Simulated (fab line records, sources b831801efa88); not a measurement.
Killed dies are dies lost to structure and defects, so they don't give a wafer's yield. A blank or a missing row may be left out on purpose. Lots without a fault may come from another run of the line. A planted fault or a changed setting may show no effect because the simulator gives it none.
fab line records | flow sky130
record lots=6 wafers=18 last_day=49
route steps=708 shown RES_PROTECT@212 POLY_GATE@213
lots that met no fault: from a run of the same line without faults
start_h: hours from the record's first day to the start of the lot's first wafer shown | wait_h: hours since the lot's step before | " the same as in the row above | L1.1+2: a row that stands for several wafers | - no value, or no start given | * or withheld: withheld | < > ~ a bound
route shown NAME@n: a module of which the file shows steps, and the number in the route of the first | usual: mean/standard deviation of fault-free wafers | same: alike in all rows | chamber/n: place in a boat | sites: the reading at each site | _std_site: their standard deviation | _edge_site: outer sites' mean less inner sites' | radius_mm: how far each site lies from the wafer's centre | mask NAME#n: copy n | behind: the tool/chamber that last shaped the wafer | hold: why the lot was held/for how many hours/how that ended | device: the transistor (n, p or np) that didn't switch | end of line: the same wafers' tests at the end of the route | a step without rows: its recipe alone | killed: dies lost to structure and defects at the first sort, not the wafer's yield | map: a wafer's dies, x killed, . not, _ none there
set.NAME: the setting as run; set.NAME@STEP: as run at that earlier step | model.NAME: the simulator's own value behind a step, which no gauge read
lots at some steps of the route; a table a step, a row a wafer
services: from which hour (start_h, from the record's first day; less than 0 if before it) a tool's chamber was out of use, for how many hours, and why
## steps
# step SKY_RES_PROTECT_DEVELOP_06
# recipe resist=NOVOLAK developer=TMAH develop_time_s=60 dev_temp_c=23
# step SKY_POLY_GATE_IMPLANT_02
# recipe species=P energy_kev=30 dose_cm2=7.7e+15 tilt_deg=0
# step SKY_RES_PROTECT_STRIP_07
# recipe chemistry=O2/N2 power_w=1400 pressure_mtorr=1500 platen_temp_c=withheld o2_flow_sccm=3000 n2_flow_sccm=300 overash_fraction=0.5
# usual chamber_pressure_mTorr=1500.1/1.3 drypump_motor_current_A=5.7/0.43 oes_product_au=0.517/0.0047 strip_time_to_endpoint_s=23.29/0.035
# columns lot.wafer tool chamber start_h wait_h chamber_pressure_mTorr drypump_motor_current_A oes_product_au rf_hours_counter_h strip_time_to_endpoint_s
L726.1 plasma_asher-01 0 356.40 0.1 1499.9 5.3 0.513 70 23.31
L726.2 " 1 " " 1500.2 5.5 0.520 70 23.29
L726.5 " 0 " " 1500.8 5.3 0.519 - 23.26
L731.1 plasma_asher-02 1 404.15 0.1 1500.5 6.2 0.522 29 23.30
L731.2 " 0 " " 1500.6 5.1 0.512 29 23.25
L731.5 " 0 " " 1497.5 5.1 0.519 - 23.31
L739.2 plasma_asher-02 1 465.60 0.1 1502.3 6.2 0.511 36 23.28
L739.4 " 1 " " 1500.7 6.2 0.518 - 23.31
L739.6 " 0 " " 1498.8 5.1 0.522 - 23.32
L740.4 plasma_asher-01 0 492.23 0.1 1498.1 5.3 0.516 - 23.27
L740.5 " 1 " " 1501.6 5.5 0.508 - 23.29
L740.6 " 0 " " 1499.1 5.3 0.522 - 23.31
L741.3 plasma_asher-01 1 510.35 0.1 1498.5 5.5 0.522 - 23.29
L741.4 " 0 " " 1500.5 5.3 0.523 - 23.29
L741.6 " 0 " " 1500.0 5.3 0.517 - 23.29
L743.1 plasma_asher-02 0 510.92 0.1 1503.1 5.1 0.513 40 23.25
L743.3 " 1 " " 1500.1 6.2 0.519 - 23.34
L743.4 " 0 " " 1500.2 5.1 0.512 - 23.34
# step SKY_RES_PROTECT_TW_MEAS_08
# usual POLY_GATE_TW=4089/31
# columns lot.wafer tool chamber start_h wait_h POLY_GATE_TW
L726.1 film_metro-02 - 356.50 0.1 4093
L726.2 " - " " 4086
L726.5 " - " " 4088
L731.1 film_metro-02 - 404.25 0.1 4072
L731.2 " - " " 4069
L731.5 " - " " 4085
L739.2 film_metro-02 - 465.71 0.1 4096
L739.4 " - " " 4105
L739.6 " - " " 4085
L740.4 film_metro-01 - 492.33 0.1 4064
L740.5 " - " " 4060
L740.6 " - " " 4076
L741.3 film_metro-03 - 510.44 0.1 4129
L741.4 " - " " 4146
L741.6 " - " " 4101
L743.1 film_metro-03 - 511.02 0.1 4062
L743.3 " - " " 4077
L743.4 " - " " 4080
# step SKY_RES_PROTECT_CLEAN_09
# recipe chemistry=SC1/SC2 mix=1:4:20 temp_c=70 time_s=150 dry=n2_spin
# step SKY_POLY_GATE_CVD_03
# recipe material=Si3N4 precursor=DCS/NH3 target_thk_nm=75 temp_c=770 time_s=1290 pressure_mtorr=250
# step SKY_POLY_GATE_THK_MEAS_04
# recipe reads=Si3N4_of_POLY_GATE_CVD_03
# usual POLY_GATE_CVD_03_THK=75.0/0.58
# columns lot.wafer tool chamber start_h wait_h POLY_GATE_CVD_03_THK[nm]
L726.1 film_metro-04 - 362.33 0.0 74.8
L726.2 " - " " 74.6
L726.5 " - " " 75.1
L731.1 film_metro-04 - 412.43 0.0 75.6
L731.2 " - " " 75.1
L731.5 " - " " 75.8
L739.2 film_metro-02 - 467.18 0.0 75.1
L739.4 " - " " 75.9
L739.6 " - " " 75.2
L741.3 film_metro-01 - 513.12 0.0 75.5
L741.4 " - " " 75.1
L741.6 " - " " 75.8
L740.4 film_metro-04 - 513.13 0.0 75.7
L740.5 " - " " 76.0
L740.6 " - " " 75.5
L743.1 film_metro-04 - 513.16 0.1 75.5
L743.3 " - " " 75.3
L743.4 " - " " 75.1
# step SKY_POLY_GATE_DEHYDRATE_05
# recipe temp_c=200 time_s=60
# step SKY_POLY_GATE_HMDS_06
# recipe prime_time_s=60 prime_temp_c=120
# step SKY_POLY_GATE_COAT_07
# recipe resist=BARC temp_c=withheld time_s=withheld spin_rpm=3000 resist_thk_nm=110
# step SKY_POLY_GATE_COAT_08
# recipe resist=KrF-thick spin_rpm=3000 resist_thk_nm=450
# step SKY_POLY_GATE_SOFTBAKE_09
# recipe temp_c=100 time_s=90 resist=KrF-thick
# step SKY_POLY_GATE_EXPOSE_10
# recipe mask_id=P1M na=0.68 source_shape=conventional sigma_outer=0.6 target_cd_nm=150 dose_mj=28
# usual exposure_dose_mJ_cm2=27.987/0.027 focus_offset_nm=0.1/0.57 sigma_outer=0.6/0
# columns lot.wafer tool chamber start_h wait_h mask exposure_dose_mJ_cm2 focus_offset_nm sigma_outer
L726.1 krf_scanner-02 0 376.30 - P1M#0 27.991 0.4 0.6
L726.2 " 0 " " P1M#0 28.003 0.8 0.6
L726.5 " 0 " " P1M#0 27.987 0.3 0.6
L731.1 krf_scanner-01 0 427.70 - P1M#0 28.008 -0.2 0.6
L731.2 " 0 " " P1M#0 27.953 -0.2 0.6
L731.5 " 0 " " P1M#0 27.957 -0.2 0.6
L739.2 krf_scanner-01 - 482.89 - P1M#0 - - -
L739.4 " - " " P1M#0 - - -
L739.6 " - " " P1M#0 - - -
L740.4 krf_scanner-02 - 527.18 - P1M#0 - - -
L740.5 " - " " P1M#0 - - -
L740.6 " - " " P1M#0 - - -
L741.3 krf_scanner-02 0 528.21 - P1M#0 28.001 1.1 0.6
L741.4 " 0 " " P1M#0 27.999 0.8 0.6
L741.6 " 0 " " P1M#0 28.021 0.2 0.6
L743.1 krf_scanner-01 0 528.41 - P1M#0 27.935 0.2 0.6
L743.3 " 0 " " P1M#0 27.940 -0.7 0.6
L743.4 " 0 " " P1M#0 27.948 -0.2 0.6
# step SKY_POLY_GATE_PEB_11
# recipe peb_temp_c=withheld peb_time_s=withheld resist=KrF-thick
## services
# columns tool chamber start_h hours kind
plasma_asher-02 - 343.80 2.8 pm
krf_scanner-02 - 344.31 1.3 pm
krf_scanner-02 - 345.61 0.8 pm
krf_scanner-01 - 346.36 1.0 pm
krf_scanner-01 - 352.68 1.3 pm
krf_scanner-02 - 369.35 1.7 repair
krf_scanner-02 - 374.84 1.0 pm
plasma_asher-01 - 380.61 15.6 pm
krf_scanner-02 - 395.13 4.4 pm
krf_scanner-02 - 415.59 3.6 pm
krf_scanner-01 - 424.71 0.8 pm
plasma_asher-02 - 470.61 3.7 repair
krf_scanner-01 0 480.92 - calibration
krf_scanner-02 - 482.13 4.3 repair
krf_scanner-02 0 484.03 - calibration
krf_scanner-01 - 500.11 0.8 pm
krf_scanner-02 - 513.28 0.8 pm
krf_scanner-01 - 514.52 1.0 pm
krf_scanner-02 - 520.21 1.3 pm
## key
first_sign step=SKY_POLY_GATE_EXPOSE_10 reading=tool_record direction=missing
effect none on later readings
met_at SKY_POLY_GATE_EXPOSE_10
struck_wafers L739.2,L739.4,L739.6,L740.4,L740.5,L740.6
later_rows_left_out L739.2,L739.4,L739.6,L740.4,L740.5,L740.6
sort_left_out L739.2,L739.4,L739.6,L740.4,L740.5,L740.6
tester_left_out L739,L740
onset_between 427.70 482.89
fault kind=skipped_step_whole tool=krf_scanner-01,krf_scanner-02 chamber=- onset_h=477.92 steps=SKY_POLY_GATE_EXPOSE_10 scope=struck_lots_only
# tester_left_out: of these lots the tester's yield and bins aren't shown, on N5 and GAA mostly nor the transistor test; their killed dies are dies lost to structure and defects alone, not to doping, threshold or leakage, so they don't give the yield
# sort_left_out: the simulated sort isn't trusted on such a fault, so these wafers' sort isn't shown, and their yield isn't known
# later_rows_left_out: the simulator's readings of these wafers behind a module that went badly wrong aren't trusted and aren't shown, but for the sort
